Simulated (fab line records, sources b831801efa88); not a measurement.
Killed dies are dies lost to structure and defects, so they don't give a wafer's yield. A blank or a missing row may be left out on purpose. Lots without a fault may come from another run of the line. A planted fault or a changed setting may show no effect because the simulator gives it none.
fab line records | flow sky130
record lots=5 wafers=15 last_day=50
route steps=708 shown LDD_LDN@292 SPACER@304 POLY_CUT@307 SD_P@320 RES_XHIGH@332 SALICIDE@361 PAD_OPEN@708
lots that met no fault: from a run of the same line without faults
start_h: hours from the record's first day to the start of the lot's first wafer shown | wait_h: hours since the lot's step before | " the same as in the row above | L1.1+2: a row that stands for several wafers | - no value, or no start given | * or withheld: withheld | < > ~ a bound
route shown NAME@n: a module of which the file shows steps, and the number in the route of the first | usual: mean/standard deviation of fault-free wafers | same: alike in all rows | chamber/n: place in a boat | sites: the reading at each site | _std_site: their standard deviation | _edge_site: outer sites' mean less inner sites' | radius_mm: how far each site lies from the wafer's centre | mask NAME#n: copy n | behind: the tool/chamber that last shaped the wafer | hold: why the lot was held/for how many hours/how that ended | device: the transistor (n, p or np) that didn't switch | end of line: the same wafers' tests at the end of the route | a step without rows: its recipe alone | killed: dies lost to structure and defects at the first sort, not the wafer's yield | map: a wafer's dies, x killed, . not, _ none there
set.NAME: the setting as run; set.NAME@STEP: as run at that earlier step | model.NAME: the simulator's own value behind a step, which no gauge read
lots at some steps of the route; a table a step, a row a wafer
services: from which hour (start_h, from the record's first day; less than 0 if before it) a tool's chamber was out of use, for how many hours, and why
## steps
# step SKY_LDD_LDN_SOFTBAKE_03
# recipe temp_c=90 time_s=60 resist=NOVOLAK
# step SKY_LDD_LDN_EXPOSE_04
# recipe mask_id=LDNTM na=0.6 source_shape=conventional sigma_outer=0.6 polarization=unpolarized target_cd_nm=700 dose_mj=140
# step SKY_LDD_LDN_PEB_05
# recipe temp_c=withheld time_s=* resist=NOVOLAK
# step SKY_LDD_LDN_DEVELOP_06
# recipe resist=NOVOLAK developer=TMAH develop_time_s=60 dev_temp_c=23
# step SKY_LDD_LDN_OVL_MEAS_07
# usual LDD_LDN_OVL=-0.2/1.4
# columns lot.wafer tool chamber start_h wait_h LDD_LDN_OVL[nm]
L749.1 overlay-02 - 521.36 0.1 -0.8
L749.2 " - " " -0.6
L749.4 " - " " 0.0
L751.1 overlay-02 - 543.52 0.1 -1.9
L751.4 " - " " -1.0
L751.6 " - " " -0.5
L756.2 overlay-01 - 590.58 0.1 -1.3
L756.3 " - " " -0.1
L756.5 " - " " -1.8
L766.2 overlay-02 - 682.97 0.1 0.7
L766.5 " - " " 1.6
L766.6 " - " " -0.3
L770.1 overlay-02 - 715.53 0.1 -0.6
L770.2 " - " " -1.2
L770.6 " - " " -0.8
# step SKY_LDD_LDN_IMPLANT_08
# recipe species=As energy_kev=15 dose_cm2=1.25e+13 tilt_deg=withheld rotation_deg=23
# step SKY_LDD_LDN_IMPLANT_09
# recipe species=As energy_kev=15 dose_cm2=1.25e+13 tilt_deg=withheld rotation_deg=113
# step SKY_LDD_LDN_IMPLANT_10
# recipe species=As energy_kev=15 dose_cm2=1.25e+13 tilt_deg=withheld rotation_deg=203
# step SKY_LDD_LDN_IMPLANT_11
# recipe species=As energy_kev=15 dose_cm2=1.25e+13 tilt_deg=withheld rotation_deg=293
# step SKY_LDD_LDN_STRIP_12
# recipe chemistry=O2/N2 power_w=1400 pressure_mtorr=1500 platen_temp_c=withheld o2_flow_sccm=3000 n2_flow_sccm=300 overash_fraction=0.5
# usual drypump_motor_current_A=5.54/0.25 oes_product_au=0.715/0.0048 strip_time_to_endpoint_s=14.17/0.032
# columns lot.wafer tool chamber start_h wait_h drypump_motor_current_A oes_product_au rf_hours_counter_h strip_time_to_endpoint_s
L749.1 plasma_asher-03 0 522.00 0.1 5.14 0.714 80 14.13
L749.2 " 1 " " 5.68 0.713 80 14.15
L749.4 " 0 " " 5.14 0.715 - 14.15
L751.1 plasma_asher-02 0 544.16 0.1 5.63 0.712 41 14.22
L751.4 " 1 " " 5.49 0.700 - 14.18
L751.6 " 0 " " 5.65 0.710 - 14.20
L756.2 plasma_asher-01 0 591.21 0.1 5.61 0.716 16 14.12
L756.3 " 0 " " 5.65 0.722 - 14.14
L756.5 " 0 " " 5.63 0.712 - 14.13
L766.2 plasma_asher-03 0 683.60 0.1 5.13 0.713 98 14.18
L766.5 " 0 " " 5.15 0.711 - 14.13
L766.6 " 1 " " 5.69 0.712 - 14.19
L770.1 plasma_asher-03 1 716.17 0.1 5.73 0.717 102 14.19
L770.2 " 0 " " 5.16 0.721 102 14.19
L770.6 " 0 " " 5.18 0.711 - 14.19
# step SKY_LDD_LDN_TW_MEAS_13
# usual LDD_LDN_TW=1484/11
# columns lot.wafer tool chamber start_h wait_h LDD_LDN_TW
L749.1 film_metro-01 - 522.10 0.1 1505
L749.2 " - " " 1500
L749.4 " - " " 1499
L751.1 film_metro-03 - 544.26 0.1 1483
L751.4 " - " " 1489
L751.6 " - " " 1488
L756.2 film_metro-03 - 591.32 0.1 1483
L756.3 " - " " 1483
L756.5 " - " " 1483
L766.2 film_metro-01 - 683.71 0.1 1502
L766.5 " - " " 1501
L766.6 " - " " 1505
L770.1 film_metro-03 - 716.27 0.1 1495
L770.2 " - " " 1501
L770.6 " - " " 1491
# step SKY_LDD_LDN_CLEAN_14
# recipe chemistry=SC1/SC2 mix=1:4:20 temp_c=70 time_s=150 dry=n2_spin
# step SKY_SPACER_CVD_00
# recipe material=Si3N4 precursor=DCS/NH3 target_thk_nm=43.1 temp_c=770 time_s=740 pressure_mtorr=250
# usual pressure_mtorr=249.9/0.5 spike_tc_centre_C=770.7/0.96 zone_power_centre_pct=13.1/0.57
# columns lot.wafer tool chamber start_h wait_h pressure_mtorr spike_tc_centre_C zone_power_centre_pct model.Si3N4_of_SPACER_CVD_00.thk_nm
L749.1 lpcvd-02 0 522.68 0.5 249.5 773.0 13.5 43.21
L749.2 " 0 " " 250.1 771.8 13.3 43.31
L749.4 " 0 " " 249.3 770.0 13.5 43.08
L751.1 lpcvd-02 0 544.37 0.0 249.9 768.5 13.3 43.09
L751.4 " 0 " " 250.2 768.8 13.7 43.22
L751.6 " 0 " " 250.1 770.5 13.5 43.31
L756.2 lpcvd-02 1 594.39 2.9 124.6 770.9 12.3 34.6
L756.3 " 1 " " 125.5 771.0 12.2 34.32
L756.5 " 1 " " 124.2 771.4 12.5 34.57
L766.2 lpcvd-02 0 683.81 0.0 249.5 771.5 13.5 42.88
L766.5 " 0 " " 249.2 770.8 13.5 42.52
L766.6 " 0 " " 249.9 769.9 13.4 42.63
L770.1 lpcvd-02 0 716.98 0.6 250.2 770.4 13.4 43.3
L770.2 " 0 " " 249.9 771.1 13.5 42.9
L770.6 " 0 " " 249.6 769.5 13.6 43.03
# step SKY_SPACER_THK_MEAS_01
# recipe reads=Si3N4_of_SPACER_CVD_00
# usual SPACER_CVD_00_THK=43.0/0.37
# columns lot.wafer tool chamber start_h wait_h SPACER_CVD_00_THK[nm]
L749.1 film_metro-04 - 523.88 0.0 43.3
L749.2 " - " " 43.3
L749.4 " - " " 43.0
L751.1 film_metro-04 - 545.57 0.0 43.2
L751.4 " - " " 43.2
L751.6 " - " " 43.3
L756.2 film_metro-01 - 595.61 0.0 34.6
L756.3 " - " " 34.3
L756.5 " - " " 34.6
L766.2 film_metro-01 - 685.02 0.0 42.9
L766.5 " - " " 42.5
L766.6 " - " " 42.7
L770.1 film_metro-04 - 718.19 0.0 43.3
L770.2 " - " " 42.9
L770.6 " - " " 43.0
# step SKY_SPACER_ETCHBACK_02
# recipe chemistry=CH3F/O2 target=Si3N4 stop_on=SiO2 source_w=400 bias_w=80 pressure_mtorr=25 ch3f_flow_sccm=40 O2_flow_sccm=30 time_s=46.7 target_depth_a=450
# usual drypump_motor_current_A=5.7/0.42 oes_product_au=0.855/0.0061 throttle_valve_pct=10.563/0.0091
# columns lot.wafer tool chamber start_h wait_h drypump_motor_current_A oes_product_au rf_hours_counter_h throttle_valve_pct model.etch.depth_nm
L749.1 rie_diel-02 2 523.94 0.1 5.5 0.859 1 10.567 43.21
L749.2 " 0 " " 5.1 0.869 11 10.561 43.31
L749.4 " 3 " " 5.9 0.859 80 10.570 43.08
L751.1 rie_diel-03 1 545.63 0.1 5.4 0.857 3 10.570 43.09
L751.4 " 1 " " 5.4 0.843 - 10.566 43.22
L751.6 " 0 " " 5.9 0.857 - 10.563 43.31
L756.2 rie_diel-04 2 595.66 0.0 6.0 0.756 9 10.561 34.6
L756.3 " 0 " " 5.4 0.758 13 10.556 34.32
L756.5 " 3 " " 6.4 0.753 - 10.581 34.57
L766.2 rie_diel-03 2 685.07 0.0 5.1 0.858 3 10.570 42.88
L766.5 " 2 " " 5.1 0.845 - 10.570 42.52
L766.6 " 1 " " 5.4 0.853 - 10.553 42.63
L770.1 rie_diel-04 3 718.25 0.1 6.4 0.856 0 10.572 43.3
L770.2 " 2 " " 6.0 0.859 10 10.556 42.9
L770.6 " 3 " " 6.4 0.852 - 10.564 43.03
# step SKY_POLY_CUT_DEHYDRATE_00
# recipe temp_c=200 time_s=60
# step SKY_POLY_CUT_HMDS_01
# recipe prime_time_s=60 prime_temp_c=120
# step SKY_POLY_CUT_COAT_02
# recipe resist=BARC temp_c=withheld time_s=withheld spin_rpm=3000 resist_thk_nm=60
# step SKY_POLY_CUT_COAT_03
# recipe resist=KrF-thick spin_rpm=3000 resist_thk_nm=450
# step SKY_POLY_CUT_SOFTBAKE_04
# recipe temp_c=100 time_s=90 resist=KrF-thick
# step SKY_POLY_CUT_EXPOSE_05
# recipe mask_id=NPCM na=0.8 source_shape=annular sigma_inner=0.55 sigma_outer=0.85 target_cd_nm=270 dose_mj=32
# step SKY_POLY_CUT_PEB_06
# recipe peb_temp_c=withheld peb_time_s=withheld resist=KrF-thick
# step SKY_POLY_CUT_DEVELOP_07
# recipe develop_time_s=60 resist=KrF-thick dev_temp_c=21
# step SKY_POLY_CUT_CD_MEAS_08
# recipe target_cd_nm=270
# usual cd_nm=269.9/1.3
# columns lot.wafer tool chamber start_h wait_h cd_nm
L749.1 cd_sem-01 - 554.26 - 269.5
L749.2 " - " " 270.4
L749.4 " - " " 270.3
L751.1 cd_sem-02 - 575.46 - 268.1
L751.4 " - " " 269.6
L751.6 " - " " 268.9
L756.2 cd_sem-01 - 623.95 - 270.2
L756.3 " - " " 270.0
L756.5 " - " " 270.6
L766.2 cd_sem-01 - 712.75 - 271.7
L766.5 " - " " 272.4
L766.6 " - " " 271.7
L770.1 cd_sem-01 - 745.00 - 267.9
L770.2 " - " " 268.0
L770.6 " - " " 266.3
# step SKY_POLY_CUT_OVL_MEAS_09
# usual POLY_CUT_OVL=3/4.9
# columns lot.wafer tool chamber start_h wait_h POLY_CUT_OVL[nm]
L749.1 overlay-02 - 554.38 0.1 3
L749.2 " - " " -2
L749.4 " - " " 1
L751.1 overlay-02 - 575.58 0.1 7
L751.4 " - " " 4
L751.6 " - " " 5
L756.2 overlay-01 - 624.06 0.1 0
L756.3 " - " " 2
L756.5 " - " " 3
L766.2 overlay-01 - 712.86 0.1 2
L766.5 " - " " 1
L766.6 " - " " 10
L770.1 overlay-02 - 745.12 0.1 2
L770.2 " - " " -5
L770.6 " - " " -2
# step SKY_POLY_CUT_ETCH_10
# recipe chemistry=N2/H2 target=BARC ion_energy_ev=200 source_w=492.5 bias_w=100 pressure_mtorr=30 n2_flow_sccm=100 h2_flow_sccm=200 stop_on=SiO2 time_s=45.9 target_depth_a=600
# usual drypump_motor_current_A=5.6/0.42 oes_product_au=0.855/0.005 throttle_valve_pct=13.225/0.008
# columns lot.wafer tool chamber start_h wait_h drypump_motor_current_A oes_product_au rf_hours_counter_h throttle_valve_pct
L749.1 rie_diel-03 2 554.42 0.0 5.1 0.855 0 13.220
L749.2 " 3 " " 6.0 0.851 7 13.213
L749.4 " 0 " " 5.9 0.865 36 13.202
L751.1 rie_diel-03 0 575.62 0.0 6.0 0.847 37 13.233
L751.4 " 1 " " 5.5 0.851 3 13.226
L751.6 " 0 " " 5.9 0.857 - 13.232
L756.2 rie_diel-01 2 624.09 0.0 6.1 0.859 15 13.232
L756.3 " 1 " " 5.4 0.859 14 13.229
L756.5 " 2 " " 6.1 0.864 - 13.235
L766.2 rie_diel-04 2 712.89 0.0 6.0 0.861 10 13.207
L766.5 " 0 " " 5.4 0.857 - 13.229
L766.6 " 1 " " 5.7 0.843 - 13.239
L770.1 rie_diel-04 1 745.16 0.0 5.6 0.850 8 13.233
L770.2 " 0 " " 5.5 0.853 15 13.235
L770.6 " 0 " " 5.5 0.854 - 13.235
# step SKY_POLY_CUT_ETCH_11
# recipe target=Si3N4 chemistry=CF4/CH2F2/Ar stop_on=poly-Si source_w=600 bias_w=150 pressure_mtorr=40 cf4_flow_sccm=40 ch2f2_flow_sccm=20 Ar_flow_sccm=150 time_s=42.5 target_depth_a=600
# usual cf4_flow_sccm=40.00/0.11 drypump_motor_current_A=5.6/0.42 oes_product_au=0.829/0.0062 throttle_valve_pct=14.993/0.0083
# columns lot.wafer tool chamber start_h wait_h cf4_flow_sccm drypump_motor_current_A oes_product_au rf_hours_counter_h throttle_valve_pct
L749.1 rie_diel-03 2 554.46 0.0 40.02 5.1 0.836 0 14.991
L749.2 " 3 " " 39.95 6.0 0.836 7 15.005
L749.4 " 0 " " 40.11 6.0 0.826 36 14.985
L751.1 rie_diel-03 0 575.66 0.0 39.96 5.9 0.819 37 14.999
L751.4 " 1 " " 40.12 5.5 0.833 3 15.007
L751.6 " 0 " " 40.07 5.9 0.827 - 14.998
L756.2 rie_diel-01 2 624.13 0.0 40.12 6.1 0.842 15 14.978
L756.3 " 1 " " 40.01 5.3 0.832 14 14.988
L756.5 " 2 " " 40.05 6.1 0.842 - 14.988
L766.2 rie_diel-04 2 712.93 0.0 40.01 6.0 0.826 10 14.993
L766.5 " 0 " " 40.11 5.5 0.839 - 15.016
L766.6 " 1 " " 40.16 5.6 0.829 - 14.987
L770.1 rie_diel-04 1 745.20 0.0 40.10 5.6 0.825 8 14.996
L770.2 " 0 " " 40.03 5.4 0.821 15 15.000
L770.6 " 0 " " 40.11 5.4 0.840 - 15.005
# step SKY_POLY_CUT_STRIP_12
# recipe chemistry=O2/N2 power_w=1400 pressure_mtorr=1500 platen_temp_c=withheld o2_flow_sccm=3000 n2_flow_sccm=300 overash_fraction=0.5
# usual drypump_motor_current_A=5.79/0.24 oes_product_au=0.453/0.0047 strip_time_to_endpoint_s=5.363/0.017
# columns lot.wafer tool chamber start_h wait_h drypump_motor_current_A oes_product_au rf_hours_counter_h strip_time_to_endpoint_s
L749.1 plasma_asher-01 1 554.50 0.0 5.79 0.455 12 5.356
L749.2 " 0 " " 5.60 0.445 12 5.332
L749.4 " 1 " " 5.80 0.460 - 5.360
L751.1 plasma_asher-01 1 575.70 0.0 5.84 0.449 14 5.377
L751.4 " 0 " " 5.60 0.455 - 5.379
L751.6 " 1 " " 5.86 0.455 - 5.382
L756.2 plasma_asher-02 0 624.17 0.0 5.62 0.449 49 5.362
L756.3 " 1 " " 5.52 0.451 - 5.358
L756.5 " 1 " " 5.49 0.449 - 5.370
L766.2 plasma_asher-02 0 712.97 0.0 5.65 0.459 50 5.364
L766.5 " 1 " " 5.46 0.449 - 5.366
L766.6 " 0 " " 5.65 0.455 - 5.363
L770.1 plasma_asher-02 0 745.24 0.0 5.62 0.445 54 5.372
L770.2 " 1 " " 5.46 0.456 54 5.391
L770.6 " 1 " " 5.47 0.447 - 5.386
# step SKY_SD_P_DEHYDRATE_00
# recipe temp_c=200 time_s=60
# step SKY_SD_P_HMDS_01
# recipe prime_time_s=60 prime_temp_c=120
# step SKY_SD_P_COAT_02
# recipe resist=NOVOLAK spin_rpm=3000 resist_thk_nm=1140
# step SKY_SD_P_SOFTBAKE_03
# recipe temp_c=90 time_s=60 resist=NOVOLAK
# step SKY_SD_P_EXPOSE_04
# recipe mask_id=PSDM na=0.6 source_shape=conventional sigma_outer=0.6 polarization=unpolarized target_cd_nm=380 dose_mj=138
# step SKY_SD_P_PEB_05
# recipe temp_c=withheld time_s=* resist=NOVOLAK
# step SKY_SD_P_DEVELOP_06
# recipe resist=NOVOLAK developer=TMAH develop_time_s=60 dev_temp_c=23
# step SKY_SD_P_CD_MEAS_07
# recipe target_cd_nm=380
# usual cd_nm=381/3.3
# columns lot.wafer tool chamber start_h wait_h cd_nm
L749.1 cd_sem-01 - 583.77 0.1 379
L749.2 " - " " 380
L749.4 " - " " 379
L751.1 cd_sem-01 - 604.35 0.1 380
L751.4 " - " " 383
L751.6 " - " " 380
L756.2 cd_sem-01 - 652.77 0.1 381
L756.3 " - " " 383
L756.5 " - " " 380
L766.2 cd_sem-02 - 740.67 0.1 385
L766.5 " - " " 385
L766.6 " - " " 384
L770.1 cd_sem-02 - 772.32 0.1 380
L770.2 " - " " 381
L770.6 " - " " 381
# step SKY_SD_P_OVL_MEAS_08
# usual SD_P_OVL=-1.0/1.6
# columns lot.wafer tool chamber start_h wait_h SD_P_OVL[nm]
L749.1 overlay-02 - 583.89 0.1 -1.1
L749.2 " - " " -0.2
L749.4 " - " " -0.9
L751.1 overlay-02 - 604.47 0.1 1.4
L751.4 " - " " -0.2
L751.6 " - " " 1.0
L756.2 overlay-02 - 652.87 0.1 -1.5
L756.3 " - " " -2.7
L756.5 " - " " -1.7
L766.2 overlay-02 - 740.78 0.1 -2.1
L766.5 " - " " -1.4
L766.6 " - " " -1.6
L770.1 overlay-02 - 772.44 0.1 -0.7
L770.2 " - " " -0.8
L770.6 " - " " -2.3
# step SKY_SD_P_IMPLANT_09
# recipe species=BF2 energy_kev=20 dose_cm2=3e+15 tilt_deg=0
# step SKY_SD_P_STRIP_10
# recipe chemistry=O2/N2 power_w=1400 pressure_mtorr=1500 platen_temp_c=withheld o2_flow_sccm=3000 n2_flow_sccm=300 overash_fraction=0.5
# usual drypump_motor_current_A=5.7/0.34 oes_product_au=0.617/0.0049 strip_time_to_endpoint_s=17.49/0.035
# columns lot.wafer tool chamber start_h wait_h drypump_motor_current_A oes_product_au rf_hours_counter_h strip_time_to_endpoint_s
L749.1 plasma_asher-04 1 584.08 0.1 5.8 0.607 78 17.48
L749.2 " 0 " " 6.2 0.619 78 17.47
L749.4 " 0 " " 6.2 0.620 - 17.44
L751.1 plasma_asher-04 1 604.65 0.1 5.8 0.623 80 17.44
L751.4 " 0 " " 6.2 0.612 - 17.40
L751.6 " 1 " " 5.8 0.615 - 17.44
L756.2 plasma_asher-03 0 653.05 0.1 5.1 0.613 94 17.47
L756.3 " 1 " " 5.7 0.613 - 17.42
L756.5 " 0 " " 5.2 0.621 - 17.45
L766.2 plasma_asher-04 0 740.96 0.1 6.2 0.619 96 17.48
L766.5 " 0 " " 6.2 0.626 - 17.47
L766.6 " 1 " " 5.8 0.616 - 17.49
L770.1 plasma_asher-03 0 772.63 0.1 5.1 0.610 3 17.49
L770.2 " 1 " " 5.7 0.612 3 17.47
L770.6 " 1 " " 5.7 0.610 - 17.47
# step SKY_SD_P_TW_MEAS_11
# usual SD_P_TW=2819/17
# columns lot.wafer tool chamber start_h wait_h SD_P_TW
L749.1 film_metro-02 - 584.18 0.1 2814
L749.2 " - " " 2808
L749.4 " - " " 2795
L751.1 film_metro-02 - 604.75 0.1 2813
L751.4 " - " " 2801
L751.6 " - " " 2802
L756.2 film_metro-03 - 653.16 0.1 2835
L756.3 " - " " 2838
L756.5 " - " " 2828
L766.2 film_metro-03 - 741.07 0.1 2826
L766.5 " - " " 2837
L766.6 " - " " 2843
L770.1 film_metro-04 - 772.73 0.1 2811
L770.2 " - " " 2820
L770.6 " - " " 2813
# step SKY_RES_XHIGH_DEHYDRATE_00
# recipe temp_c=198.5 time_s=60
# step SKY_RES_XHIGH_HMDS_01
# recipe prime_time_s=60 prime_temp_c=120
# step SKY_SALICIDE_CLEAN_00
# recipe chemistry=HF-last time_s=30 dilution=100:1 dry=ipa_marangoni
# columns lot.wafer tool chamber start_h wait_h model.Si3N4_of_SPACER_CVD_00.thk_nm
L749.1 wet_bench-04 0 642.87 0.1 42.22
L749.2 " 0 " " 42.32
L749.4 " 0 " " 42.09
L751.1 wet_bench-01 3 662.36 0.1 42.12
L751.4 " 3 " " 42.25
L751.6 " 3 " " 42.34
L756.2 wet_bench-01 3 710.32 0.1 33.63
L756.3 " 3 " " 33.36
L756.5 " 3 " " 33.6
L766.2 wet_bench-01 1 795.86 0.1 41.91
L766.5 " 1 " " 41.56
L766.6 " 1 " " 41.67
L770.1 wet_bench-01 2 827.09 0.1 42.33
L770.2 " 2 " " 41.92
L770.6 " 2 " " 42.05
# step SKY_PAD_OPEN_PROBE_99
# usual killed_at_M0_to_M3=43/7 killed_at_M4_up=3.3/1.8 killed_at_contacts=24/6.2 killed_at_front_end=16/4.7 killed_at_other=0.4/0.58 killed_dies=87/10 killed_on_rim=16/3.7 killed_open=47/6.4 killed_short=39/7
# same gross_dies=492 killed_at_back_side=0
# columns lot.wafer tool chamber start_h wait_h killed_at_M0_to_M3 killed_at_M4_up killed_at_contacts killed_at_front_end killed_at_other killed_dies killed_on_rim killed_open killed_short model.etest.pfet_01v8.r_on_ohm_um model.etest.nfet_g5v0d10v5.r_on_ohm_um model.etest.sonos_uncharged.r_on_ohm_um model.etest.pfet_01v8.drive_ua_um model.etest.pfet_01v8_hvt.drive_ua_um model.etest.sram_pfet_latch.drive_ua_um model.etest.pfet_01v8_mvt.drive_ua_um model.etest.pfet_01v8_lvt.drive_ua_um
L749.1 prober-01 - 1070.83 0.1 39 3 20 20 0 82 19 45 37 2871 1860 803.2 193.1 145.3 146.3 151.9 176.1
L749.2 prober-01 - 1070.88 0.1 45 2 19 13 0 79 17 52 27 2868 1874 812.5 196.4 145.5 146.3 151.7 177.7
L749.4 prober-01 - 1070.98 0.2 42 3 20 19 0 84 19 38 46 2878 1891 814.3 191.8 144.2 146.7 150.9 175.8
L751.1 prober-01 - 1085.43 0.1 36 2 18 18 0 74 9 47 27 2840 1830 819.3 197.9 146.8 145.6 157.1 177.8
L751.4 prober-01 - 1085.58 0.2 56 3 23 16 1 99 20 65 33 2822 1805 822.1 197 147.6 149.6 159.1 178.4
L751.6 prober-01 - 1085.68 0.2 41 6 31 14 0 92 18 55 37 2791 1820 823.9 198.7 150.7 145.2 158.4 179.7
L756.2 prober-02 - 1121.83 0.1 46 6 36 19 1 108 15 49 59 2569 1780 751.1 220.2 165.6 160.6 162.1 187.7
L756.3 prober-02 - 1121.88 0.2 40 4 30 16 0 90 12 48 42 2645 1790 769.6 214.4 162 156.4 159.3 184.7
L756.5 prober-02 - 1121.98 0.2 31 1 23 12 0 67 11 42 25 2626 1812 749 211.7 159.9 161.7 157.5 182.1
L766.2 prober-01 - 1181.54 0.1 44 5 19 15 1 84 17 47 36 2917 1887 816.7 190.8 141.6 138.1 149.3 173.3
L766.5 prober-01 - 1181.69 0.2 47 7 22 12 0 88 12 43 45 2934 1903 816.5 189.8 141.7 137.8 150.4 175.3
L766.6 prober-01 - 1181.74 0.2 32 5 29 23 0 89 18 44 45 2925 1889 824 191.1 143.1 137.8 150.9 175.2
L770.1 prober-01 - 1202.37 0.1 30 2 25 10 1 68 13 31 37 2874 1891 835.4 191.9 146.3 145 154.5 172.8
L770.2 prober-01 - 1202.42 0.1 35 3 18 16 0 72 18 39 33 2784 1898 818.4 201.6 152.1 149.9 157.5 177.9
L770.6 prober-01 - 1202.62 0.2 51 3 27 7 1 89 15 43 46 2861 1893 834.7 196.2 147 143.6 156.3 175.8
# killed by level:class
L749.1 VIA2:geometric_particle:open=8 VIA1:geometric_particle:open=7 POLY_GATE:geometric_particle:open=6 LI_CONTACT:geometric_particle:open=6 CONTACT:geometric_particle:open=6 LOCAL_INTERCONNECT:geometric_particle:short=5 VIA3:geometric_particle:open=4 METAL1:geometric_particle:short=4
L749.2 VIA1:geometric_particle:open=9 VIA2:geometric_particle:open=8 LI_CONTACT:geometric_particle:open=7 VIA3:geometric_particle:open=7 FIELD_ISO:geometric_particle:open=6 LOCAL_INTERCONNECT:geometric_particle:short=5 CONTACT:geometric_particle:open=4 METAL2:geometric_particle:short=4
L749.4 VIA1:geometric_particle:open=8 METAL3:geometric_particle:short=7 POLY_GATE:geometric_particle:short=6 METAL1:geometric_particle:short=6 LI_CONTACT:geometric_particle:open=5 LOCAL_INTERCONNECT:geometric_particle:short=5 CONTACT:geometric_particle:open=5 METAL2:geometric_particle:short=5
L751.1 CONTACT:geometric_particle:open=9 VIA1:geometric_particle:open=9 VIA1:geometric_particle:short=6 VIA3:geometric_particle:open=5 VIA2:geometric_particle:open=5 FIELD_ISO:geometric_particle:short=4 FIELD_ISO:geometric_particle:open=4 METAL1:geometric_particle:short=4
L751.4 VIA1:geometric_particle:open=19 LI_CONTACT:geometric_particle:open=9 CONTACT:geometric_particle:open=9 METAL1:geometric_particle:short=9 VIA2:geometric_particle:open=7 METAL3:geometric_particle:short=6 POLY_GATE:geometric_particle:open=5 VIA3:geometric_particle:open=4
L751.6 CONTACT:geometric_particle:open=13 VIA1:geometric_particle:open=12 VIA3:geometric_particle:open=9 LI_CONTACT:geometric_particle:open=6 LI_CONTACT:geometric_particle:short=6 POLY_GATE:geometric_particle:short=5 METAL1:geometric_particle:short=5 METAL4:geometric_particle:short=5
L756.2 CONTACT:geometric_particle:open=13 VIA1:geometric_particle:open=10 FIELD_ISO:geometric_particle:short=8 LOCAL_INTERCONNECT:geometric_particle:short=7 VIA1:geometric_particle:short=6 VIA3:geometric_particle:short=6 METAL4:geometric_particle:short=6 LI_CONTACT:geometric_particle:open=5
L756.3 VIA1:geometric_particle:open=12 LI_CONTACT:geometric_particle:open=10 VIA2:geometric_particle:open=6 CONTACT:geometric_particle:open=6 FIELD_ISO:geometric_particle:short=5 CONTACT:geometric_particle:short=5 METAL2:geometric_particle:short=5 METAL4:geometric_particle:short=4
L756.5 VIA1:geometric_particle:open=10 CONTACT:geometric_particle:open=8 VIA2:geometric_particle:open=7 LI_CONTACT:geometric_particle:open=6 CONTACT:geometric_particle:short=6 FIELD_ISO:geometric_particle:short=4 METAL1:geometric_particle:short=4 POLY_GATE:geometric_particle:open=3
L766.2 CONTACT:geometric_particle:open=10 VIA3:geometric_particle:open=8 METAL1:geometric_particle:short=7 VIA1:geometric_particle:open=7 VIA2:geometric_particle:open=5 METAL3:geometric_particle:short=5 POLY_GATE:geometric_particle:open=4 LOCAL_INTERCONNECT:geometric_particle:open=4
L766.5 VIA1:geometric_particle:open=11 METAL1:geometric_particle:short=8 LOCAL_INTERCONNECT:geometric_particle:short=7 VIA3:geometric_particle:open=6 METAL4:geometric_particle:short=6 FIELD_ISO:geometric_particle:open=5 CONTACT:geometric_particle:short=5 VIA2:geometric_particle:open=5
L766.6 LOCAL_INTERCONNECT:geometric_particle:short=10 CONTACT:geometric_particle:open=7 VIA2:geometric_particle:open=7 CONTACT:geometric_particle:short=6 FIELD_ISO:geometric_particle:open=5 POLY_GATE:geometric_particle:short=5 VIA3:geometric_particle:open=5 METAL2:geometric_particle:short=5
L770.1 CONTACT:geometric_particle:open=10 VIA1:geometric_particle:open=8 METAL1:geometric_particle:short=6 VIA1:geometric_particle:short=6 LI_CONTACT:geometric_particle:open=4 LI_CONTACT:geometric_particle:short=4 CONTACT:geometric_particle:short=4 METAL3:geometric_particle:short=3
L770.2 LOCAL_INTERCONNECT:geometric_particle:short=6 CONTACT:geometric_particle:open=6 VIA2:geometric_particle:open=6 VIA3:geometric_particle:open=6 FIELD_ISO:geometric_particle:short=5 VIA1:geometric_particle:open=5 VIA1:geometric_particle:short=5 POLY_GATE:geometric_particle:open=4
L770.6 CONTACT:geometric_particle:open=13 VIA1:geometric_particle:open=9 METAL1:geometric_particle:short=8 VIA2:geometric_particle:short=8 VIA3:geometric_particle:open=7 CONTACT:geometric_particle:short=6 VIA1:geometric_particle:short=5 LI_CONTACT:geometric_particle:open=4
## services
# columns tool chamber start_h hours kind
rie_diel-03 - 517.12 12.7 repair
rie_diel-03 3 533.66 8.5 repair
plasma_asher-04 - 557.40 2.8 pm
rie_diel-04 2 563.71 7.0 repair
rie_diel-04 0 564.88 4.6 repair
rie_diel-04 1 592.21 14.7 repair
plasma_asher-01 - 594.49 1.9 repair
plasma_asher-03 - 605.77 6.0 repair
rie_diel-04 1 630.25 1.7 repair
plasma_asher-02 - 631.54 77.4 repair
rie_diel-04 3 633.21 5.3 repair
rie_diel-03 1 647.18 7.3 repair
rie_diel-04 2 668.20 8.2 repair
plasma_asher-04 - 705.34 0.9 repair
plasma_asher-04 - 712.39 1.1 repair
rie_diel-04 3 720.29 5.0 repair
plasma_asher-03 - 733.75 9.0 pm
wet_bench-01 - 734.57 0.7 repair
rie_diel-04 0 738.01 4.0 repair
plasma_asher-02 - 739.98 1.3 repair
rie_diel-03 1 742.12 7.5 repair
rie_diel-03 3 769.88 3.0 repair
rie_diel-04 - 794.95 2.3 repair
rie_diel-03 1 803.07 5.4 repair
## key
first_sign step=SKY_SPACER_CVD_00 reading=pressure_mtorr direction=down sigmas=99+ usual=249.9 struck=124.8
effect step=SKY_SPACER_THK_MEAS_01 reading=SPACER_CVD_00_THK direction=down sigmas=23 usual=43.0 struck=34.5
effect step=SKY_SPACER_ETCHBACK_02 reading=oes_product_au direction=down sigmas=16 usual=0.855 struck=0.756
model_effect step=SKY_SPACER_CVD_00 value=Si3N4_of_SPACER_CVD_00.thk_nm without=42.59 struck=34.5
model_effect step=SKY_SPACER_ETCHBACK_02 value=etch.depth_nm without=42.59 struck=34.5
model_effect step=SKY_SALICIDE_CLEAN_00 value=Si3N4_of_SPACER_CVD_00.thk_nm without=41.62 struck=33.53
model_effect step=SKY_PAD_OPEN_PROBE_99 value=etest.pfet_01v8.r_on_ohm_um without=2876 struck=2613
met_at SKY_SPACER_CVD_00
struck_wafers L756.2,L756.3,L756.5
tester_left_out L756
fault kind=process_parameter_drift tool=lpcvd-02 chamber=1 onset_h=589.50 steps=SKY_SPACER_CVD_00 channel=pressure_mtorr offset=-125 shape=step end_h=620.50 acts_in=these_recipes_only stated=250
# tester_left_out: of these lots the tester's yield and bins aren't shown, on N5 and GAA mostly nor the transistor test; their killed dies are dies lost to structure and defects alone, not to doping, threshold or leakage, so they don't give the yield
